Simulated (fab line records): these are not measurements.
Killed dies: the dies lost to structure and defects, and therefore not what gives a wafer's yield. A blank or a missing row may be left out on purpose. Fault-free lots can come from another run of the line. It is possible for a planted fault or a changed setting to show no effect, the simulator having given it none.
Which tool did it? -- flow sky130 -- 12 lots, 36 wafers sampled, at 5 steps of a route of 708

== WHAT THE GAUGES READ, wafer by wafer ==
SKY_NWELL_OVL_MEAS_23. Usual: NWELL_01_OVL 0.1 nm, standard deviation 1.1.
lot,measured,on,NWELL_01_OVL (nm),flag
L728,day 7 01:11,overlay-02,2.1 2.1 2.9,
L730,day 7 10:14,overlay-01,0.3 0.8 -0.8,
L731,day 7 17:41,overlay-01,-0.5 -0.4 -2.0,
L732,day 7 18:17,overlay-01,-0.6 -0.2 0.2,
L733,day 7 19:11,overlay-01,0.6 1.2 -0.9,
L734,day 7 23:44,overlay-02,-0.7 -2.0 -0.5,
L737,day 8 15:14,overlay-02,-0.2 -0.1 0.7,
L736,day 8 16:11,overlay-02,1.4 -0.7 0.0,
L738,day 9 01:29,overlay-02,-1.1 0.2 -0.4,
L741,day 9 17:29,overlay-01,2.2 3.1 2.0,
L746,day 11 03:49,overlay-02,0.3 -0.1 0.1,
L747,day 11 05:09,overlay-01,-0.4 -1.2 -1.3,

SKY_NWELL_RS_MEAS_29: measures by four-point-probe. Usual: NWELL_RS 624.7 ohm/sq, standard deviation 1.5.
lot,measured,on,NWELL_RS (ohm/sq),flag
L728,day 7 01:42,filmMetro-01,625.1 623.7 624.7,
L730,day 7 10:44,filmMetro-03,626.1 626.5 625.8,
L731,day 7 18:13,filmMetro-01,626.3 626.4 627.7,
L732,day 7 18:48,filmMetro-02,622.5 623.7 623.2,
L733,day 7 19:41,filmMetro-02,623.5 623.8 622.6,
L734,day 8 00:14,filmMetro-01,623.6 624.9 623.8,
L737,day 8 15:45,filmMetro-03,625.5 623.2 624.9,
L736,day 8 16:41,filmMetro-02,623.7 625.0 622.9,
L738,day 9 02:01,filmMetro-03,625.1 625.6 623.4,
L741,day 9 17:59,filmMetro-01,626.0 626.9 626.3,
L746,day 11 04:19,filmMetro-01,614.6 616.3 616.8,OFF
L747,day 11 05:41,filmMetro-01,615.9 618.5 617.0,OFF

== EACH LOT AND THE TOOL THAT RAN IT (in order: tool; ch and the chambers of the sampled wafers; start) ==
lot,SKY_FIELD_ISO_STRIP_16,SKY_DNWELL_STRIP_08,SKY_NWELL_IMPLANT_11
L728,"plasmaAsher-02 ch 0,1, day 3 01:36","plasmaAsher-02 ch 0,1, day 4 14:53","implanter-04 ch 0, day 6 04:54"
L730,"plasmaAsher-01 ch 0,1, day 3 10:57","plasmaAsher-04 ch 0,1, day 4 23:05","implanter-04 ch 0, day 6 13:32"
L731,"plasmaAsher-04 ch 0,1, day 3 20:05","plasmaAsher-03 ch 0,1, day 5 05:19","implanter-04 ch 0, day 6 22:01"
L732,"plasmaAsher-04 ch 0, day 4 02:54","plasmaAsher-04 ch 0,1, day 5 07:32","implanter-03 ch 0, day 6 22:15"
L733,"plasmaAsher-01 ch 0,1, day 4 02:56","plasmaAsher-02 ch 0,1, day 5 07:41","implanter-04 ch 0, day 6 22:38"
L734,"plasmaAsher-04 ch 0,1, day 4 12:05","plasmaAsher-04 ch 0,1, day 5 12:14","implanter-02 ch 0, day 7 03:18"
L737,"plasmaAsher-01 ch 0,1, day 5 00:17","plasmaAsher-04 ch 0,1, day 6 04:17","implanter-02 ch 0, day 7 19:18"
L736,"plasmaAsher-04 ch 0,1, day 5 00:30","plasmaAsher-03 ch 0,1, day 6 04:38","implanter-03 ch 0, day 7 20:13"
L738,"plasmaAsher-01 ch 0,1, day 5 06:20","plasmaAsher-02 ch 0,1, day 6 11:58","implanter-02 ch 0, day 8 04:13"
L741,"plasmaAsher-01 ch 0,1, day 6 00:06","plasmaAsher-02 ch 0,1, day 7 03:14","implanter-02 ch 0, day 8 17:52"
L746,"plasmaAsher-04 ch 0,1, day 6 23:21","plasmaAsher-03 ch 0,1, day 8 06:56","implanter-02 ch 0, day 10 03:46"
L747,"plasmaAsher-02 ch 0,1, day 7 04:32","plasmaAsher-03 ch 0,1, day 8 08:49","implanter-02 ch 0, day 10 05:27"
- SKY_FIELD_ISO_STRIP_16: strips in O2/N2.
- SKY_DNWELL_STRIP_08: strips in O2/N2.
- SKY_NWELL_IMPLANT_11

== AS READ BY THE TOOLS THEMSELVES (means over the sampled wafers that have a number; for cases with no such wafer, the mark the record gives instead) ==
SKY_FIELD_ISO_STRIP_16. Usual: drypumpMotorCurrentA 5.9 A, standard deviation 0.31; oesProductAu 0.377 a.u., standard deviation 0.0055; stripTimeToEndpointS 3.54 s, standard deviation 0.041.
lot,tool,drypumpMotorCurrentA (A),oesProductAu (a.u.),stripTimeToEndpointS (s),flag
L728,plasmaAsher-02,5.8,0.379,3.56,
L730,plasmaAsher-01,6.0,0.373,3.54,
L731,plasmaAsher-04,5.4,0.376,3.57,
L732,plasmaAsher-04,5.7,0.374,3.49,
L733,plasmaAsher-01,6.1,0.376,3.51,
L734,plasmaAsher-04,5.6,0.378,3.58,
L737,plasmaAsher-01,6.1,0.379,3.55,
L736,plasmaAsher-04,5.6,0.374,3.50,
L738,plasmaAsher-01,6.0,0.384,3.53,
L741,plasmaAsher-01,6.1,0.384,3.54,
L746,plasmaAsher-04,5.4,0.378,3.52,
L747,plasmaAsher-02,5.8,0.380,3.55,

SKY_DNWELL_STRIP_08. Usual: drypumpMotorCurrentA 5.66 A, standard deviation 0.22; oesProductAu 0.722 a.u., standard deviation 0.0045; stripTimeToEndpointS 36.92 s, standard deviation 0.095.
lot,tool,drypumpMotorCurrentA (A),oesProductAu (a.u.),stripTimeToEndpointS (s),flag
L728,plasmaAsher-02,5.86,0.721,36.89,
L730,plasmaAsher-04,5.57,0.721,36.86,
L731,plasmaAsher-03,5.71,0.723,36.93,
L732,plasmaAsher-04,5.58,0.725,36.76,
L733,plasmaAsher-02,5.85,0.721,37.04,
L734,plasmaAsher-04,5.58,0.719,37.00,
L737,plasmaAsher-04,5.43,0.719,36.86,
L736,plasmaAsher-03,5.57,0.721,36.95,
L738,plasmaAsher-02,5.85,0.724,36.89,
L741,plasmaAsher-02,5.84,0.726,36.84,
L746,plasmaAsher-03,5.57,0.722,36.95,
L747,plasmaAsher-03,5.55,0.719,36.83,

SKY_NWELL_IMPLANT_11. Usual: doseIonsCm2 1.9e+13, standard deviation 2.1e+10.
lot,tool,doseIonsCm2,flag
L728,implanter-04,1.9e+13,
L730,implanter-04,1.9e+13,
L731,implanter-04,1.9e+13,
L732,implanter-03,1.9e+13,
L733,implanter-04,1.9e+13,
L734,implanter-02,1.9e+13,
L737,implanter-02,1.9e+13,
L736,implanter-03,1.9e+13,
L738,implanter-02,1.9e+13,
L741,implanter-02,1.9e+13,
L746,implanter-02,1.9e+13,
L747,implanter-02,1.9e+13,

== THE ANSWER, worked out from the rows above alone ==
Rule: a lot is off if the mean of its wafers that have a number lies more than 3 standard deviations from the usual mean. Also off: a lot with no number at a reading for which 4 or more lots have one. The other lots that the step has rows for count as sound. The gauges are gone through in route order, then the tools' own readings, and for those a lot's mean is taken as printed above. At the first step where some lot is off, the reading lying furthest off is the one used; lots without a number count as furthest.
Off: L746, L747, seen at SKY_NWELL_RS_MEAS_29 (NWELL_RS).
A tool fits if, at a process step before that reading, it ran every lot that is off, and no sound lot after the first of them. The gauges at SKY_NWELL_RS_MEAS_29 are tried like those tools. Can't be told from this: 3 tools fit, plasmaAsher-03 at SKY_DNWELL_STRIP_08, implanter-02 at SKY_NWELL_IMPLANT_11, filmMetro-01 at SKY_NWELL_RS_MEAS_29.

== WHAT THE SIMULATOR PUT IN ==
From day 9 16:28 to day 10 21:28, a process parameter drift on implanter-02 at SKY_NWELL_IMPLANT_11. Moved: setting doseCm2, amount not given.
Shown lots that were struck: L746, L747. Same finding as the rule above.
